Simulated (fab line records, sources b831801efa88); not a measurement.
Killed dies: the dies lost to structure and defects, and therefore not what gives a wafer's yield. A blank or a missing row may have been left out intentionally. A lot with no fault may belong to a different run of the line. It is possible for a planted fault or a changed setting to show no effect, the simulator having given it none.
What tool caused it?	flow sky130	Sampling: 12 lots, 36 wafers, 4 of 708 route steps

WHAT THE GAUGES READ, wafer by wafer
SKY_VT_ADJUST_NCORE_CD_MEAS_07: the cd target is 380 nm.
lot	measured	on	cd_nm (nm)
L713	day 8 21:58	cd_sem-02	381.0 379.4 376.5
L714	day 9 06:11	cd_sem-01	380.7 379.4 379.3
L715	day 9 08:40	cd_sem-02	381.5 383.1 380.8
L716	day 9 18:40	cd_sem-02	379.3 379.1 379.3
L717	day 10 02:02	cd_sem-01	381.7 382.4 382.5
L727	day 13 03:56	cd_sem-01	382.6 383.1 382.1
L728	day 13 07:58	cd_sem-01	378.2 377.5 378.7
L729	day 13 18:53	cd_sem-01	382.6 384.8 381.1
L730	day 13 23:53	cd_sem-02	379.8 381.3 379.2
L731	day 14 03:02	cd_sem-01	379.0 376.6 379.1
L732	day 14 08:55	cd_sem-01	386.4 387.2 385.4
L733	day 14 19:32	cd_sem-01	385.7 382.9 384.2

SKY_VT_ADJUST_HVTR_CD_MEAS_07: the cd target is 380 nm.
lot	measured	on	cd_nm (nm)
L713	day 9 18:56	cd_sem-01	382.8 385.4 386.2
L714	day 10 04:14	cd_sem-02	382.4 381.6 380.1
L715	day 10 06:19	cd_sem-02	377.8 379.7 376.1
L716	day 10 15:47	cd_sem-01	377.8 382.0 379.2
L717	day 10 23:56	cd_sem-02	378.5 380.2 384.4
L727	day 14 06:04	cd_sem-02	381.9 380.8 381.6
L728	day 14 10:20	cd_sem-02	377.1 376.0 377.8
L729	day 14 21:52	cd_sem-01	380.2 379.8 380.3
L730	day 15 02:14	cd_sem-01	382.3 382.3 381.9
L731	day 15 06:04	cd_sem-01	381.4 381.6 381.4
L732	day 15 11:52	cd_sem-02	384.0 385.2 379.7
L733	day 15 22:40	cd_sem-01	379.4 377.4 378.5

SKY_GATE_OXIDE_OVL_MEAS_10.
lot	measured	on	GATE_OXIDE_OVL (nm)
L713	day 14 02:43	overlay-02	1.9 0.7 1.3
L714	day 14 15:50	overlay-02	-1.0 -0.5 0.0
L715	day 14 16:01	overlay-01	0.6 -0.9 2.0
L716	day 15 05:47	overlay-02	- - -
L717	day 15 11:29	overlay-02	- - -
L727	day 19 09:41	overlay-02	0.7 1.2 0.1
L728	day 19 12:47	overlay-01	0.9 2.5 2.3
L729	day 20 02:43	overlay-01	2.0 3.0 2.2
L730	day 20 08:25	overlay-02	-0.6 0.8 1.4
L731	day 20 11:40	overlay-01	0.5 -0.8 -1.6
L732	day 20 22:49	overlay-02	-1.0 0.4 -0.3
L733	day 21 06:11	overlay-01	1.5 0.6 -0.5

TOOL THAT RAN EACH LOT (tool first, then ch and the chambers of the sampled wafers, then the start)
lot	SKY_GATE_OXIDE_COAT_05
L713	litho_track-02 ch 0, day 13 13:17
L714	litho_track-02 ch 0, day 14 02:26
L715	litho_track-03 ch 0, day 14 02:43
L716	litho_track-03, day 14 15:56
L717	litho_track-02, day 14 22:08
L727	litho_track-02 ch 0, day 18 17:47
L728	litho_track-03 ch 0, day 18 21:04
L729	litho_track-03 ch 0, day 19 12:31
L730	litho_track-03 ch 0, day 19 16:58
L731	litho_track-04 ch 0, day 19 20:33
L732	litho_track-02 ch 0, day 20 07:05
L733	litho_track-04 ch 0, day 20 14:49
- SKY_GATE_OXIDE_COAT_05: resist thk 1140 nm.

AS READ BY THE TOOLS THEMSELVES (means over the sampled wafers that have a number; for cases with no such wafer, the mark the record gives instead)
SKY_GATE_OXIDE_COAT_05.
lot	tool	chill_plate_temp_C (C)	dispense_pressure_kPa (kPa)
L713	litho_track-02	22.88	48.9
L714	litho_track-02	23.07	48.9
L715	litho_track-03	23.11	50.7
L716	litho_track-03	-	-
L717	litho_track-02	-	-
L727	litho_track-02	22.95	49.0
L728	litho_track-03	23.06	50.7
L729	litho_track-03	23.12	50.7
L730	litho_track-03	22.82	50.7
L731	litho_track-04	22.94	48.9
L732	litho_track-02	22.95	48.9
L733	litho_track-04	23.01	48.9

THE ANSWER, worked out from the rows above alone
Rule: what is usual is taken from the lots themselves. Put in order of their means at a reading, lots are off if they are a third of the lots or fewer, leave a main group of 4 or more, and stand apart from it by a gap of 3 or more times the standard deviation of the main group's means; of several such gaps the widest counts. Not used: any main group whose means are identical at the precision the tables above print for the reading. Also off: a lot with no number at a reading for which 4 or more lots have one. The other lots that the step has rows for count as sound. First the gauges in route order, then the tools' own readings, where a lot's mean is used as printed above. The first step at which some lot is off is used, and at that step the reading that is off furthest; a lot without a number counts as furthest.
Off: L716, L717, seen at SKY_GATE_OXIDE_OVL_MEAS_10 (GATE_OXIDE_OVL). Without a number there: L716, L717. The main group has a mean of 0.6 nm with a standard deviation of 0.95.
If a tool, at a process step before that reading, ran all the lots that are off and no sound lot after the first of them, it fits. The gauges at SKY_GATE_OXIDE_OVL_MEAS_10 aren't tried: what is off there is off at SKY_GATE_OXIDE_COAT_05 too, on other tools, and a gauge's error can't cause that. None of those tried fits.

WHAT THE SIMULATOR HAD INSERTED
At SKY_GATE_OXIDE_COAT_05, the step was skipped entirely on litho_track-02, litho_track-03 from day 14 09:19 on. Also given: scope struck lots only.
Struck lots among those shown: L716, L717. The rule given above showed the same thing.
